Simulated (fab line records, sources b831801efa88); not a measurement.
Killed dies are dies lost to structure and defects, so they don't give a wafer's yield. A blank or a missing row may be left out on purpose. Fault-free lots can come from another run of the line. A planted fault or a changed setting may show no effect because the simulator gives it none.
Which tool is to blame? -- flow gf180mcu -- 14 lots, 42 wafers sampled, at 2 steps of a route of 602

== WHAT THE GAUGES SHOWED, per wafer ==
GF_V4_BOW_MEAS_05. Usual: V4_BOW gives 132 um (standard deviation 9.5).
lot,measured,on,V4_BOW (um),flag
L856,day 23 13:56,film-metro-03,124 118 126,
L857,day 23 21:02,film-metro-01,132 122 120,
L858,day 24 08:08,film-metro-04,128 131 131,
L867,day 26 20:56,film-metro-04,122 132 103,
L868,day 27 10:16,film-metro-03,150 137 132,
L869,day 27 18:14,film-metro-04,130 139 136,
L870,day 27 22:29,film-metro-04,146 152 128,
L871,day 28 05:50,film-metro-04,133 133 117,
L872,day 28 09:47,film-metro-04,132 121 128,
L873,day 28 23:10,film-metro-03,128 125 133,
L874,day 29 07:08,film-metro-03,140 138 129,
L878,day 30 12:05,film-metro-01,135 128 131,
L877,day 30 13:51,film-metro-01,131 114 134,
L879,day 30 19:16,film-metro-03,135 134 138,

== TOOL THAT RAN EACH LOT (tool first, then ch and the chambers of the sampled wafers, then the start) ==
lot,GF_V4_CMP_04
L856,"cmp-02 ch 1,2,3, day 23 13:44"
L857,"cmp-02 ch 1,2,3, day 23 20:49"
L858,"cmp-02 ch 0,1,3, day 24 07:52"
L867,"cmp-01 ch 0,1,2, day 26 20:38"
L868,"cmp-01 ch 0,1,2, day 27 10:00"
L869,"cmp-01 ch 0,1, day 27 17:56"
L870,"cmp-01 ch 1,2,3, day 27 22:10"
L871,"cmp-02 ch 0,1,2, day 28 05:32"
L872,"cmp-01 ch 1,3, day 28 09:29"
L873,"cmp-02 ch 1,2,3, day 28 22:52"
L874,"cmp-01 ch 0,1,3, day 29 06:52"
L878,"cmp-01 ch 1,2,3, day 30 11:50"
L877,"cmp-01 ch 0,1,2, day 30 13:33"
L879,"cmp-01 ch 0,1,2, day 30 18:58"
- GF_V4_CMP_04: polishes SiO2.

== AS READ BY THE TOOLS THEMSELVES (means over the sampled wafers that have a number; for cases with no such wafer, the mark the record gives instead) ==
GF_V4_CMP_04. Usual: edge-zone-pressure-frac 1.000, standard deviation 0.0049; head-pressure-psi 3.999 psi, standard deviation 0.0098; motor-current-A 10.6 A, standard deviation 1.1; time-to-endpoint-s 80 s, standard deviation 5.1.
lot,tool,edge-zone-pressure-frac,head-pressure-psi (psi),motor-current-A (A),time-to-endpoint-s (s),flag
L856,cmp-02,1.001,4.003,11.4,84,
L857,cmp-02,0.994,4.003,11.2,87,
L858,cmp-02,1.003,4.005,11.3,85,
L867,cmp-01,0.996,3.988,10.7,79,
L868,cmp-01,1.003,3.999,10.4,80,
L869,cmp-01,1.001,4.008,12.0,78,
L870,cmp-01,0.997,4.000,10.0,77,
L871,cmp-02,1.007,3.997,11.1,76,
L872,cmp-01,1.001,3.993,10.0,83,
L873,cmp-02,0.997,3.989,11.7,75,
L874,cmp-01,1.003,3.996,10.8,80,
L878,cmp-01,0.998,3.996,10.0,73,
L877,cmp-01,1.002,4.007,10.9,81,
L879,cmp-01,1.001,3.990,10.7,74,

== THE ANSWER, worked out from the rows above alone ==
Rule: take the mean of a lot's wafers that have a number; if it is more than 3 standard deviations from the usual mean, the lot is off. A lot without any number at a reading at which 4 lots or more have one is off too. All remaining lots with rows at the step are treated as sound. Order of review: gauges by route order, followed by the tools' own readings, for which a lot's mean as printed above is used. At the first step where some lot is off, the reading lying furthest off is the one used; lots without a number count as furthest.
Across all readings shown, no lot is off: no conclusion can be drawn from this.

== WHAT HAD BEEN PUT IN BY THE SIMULATOR ==
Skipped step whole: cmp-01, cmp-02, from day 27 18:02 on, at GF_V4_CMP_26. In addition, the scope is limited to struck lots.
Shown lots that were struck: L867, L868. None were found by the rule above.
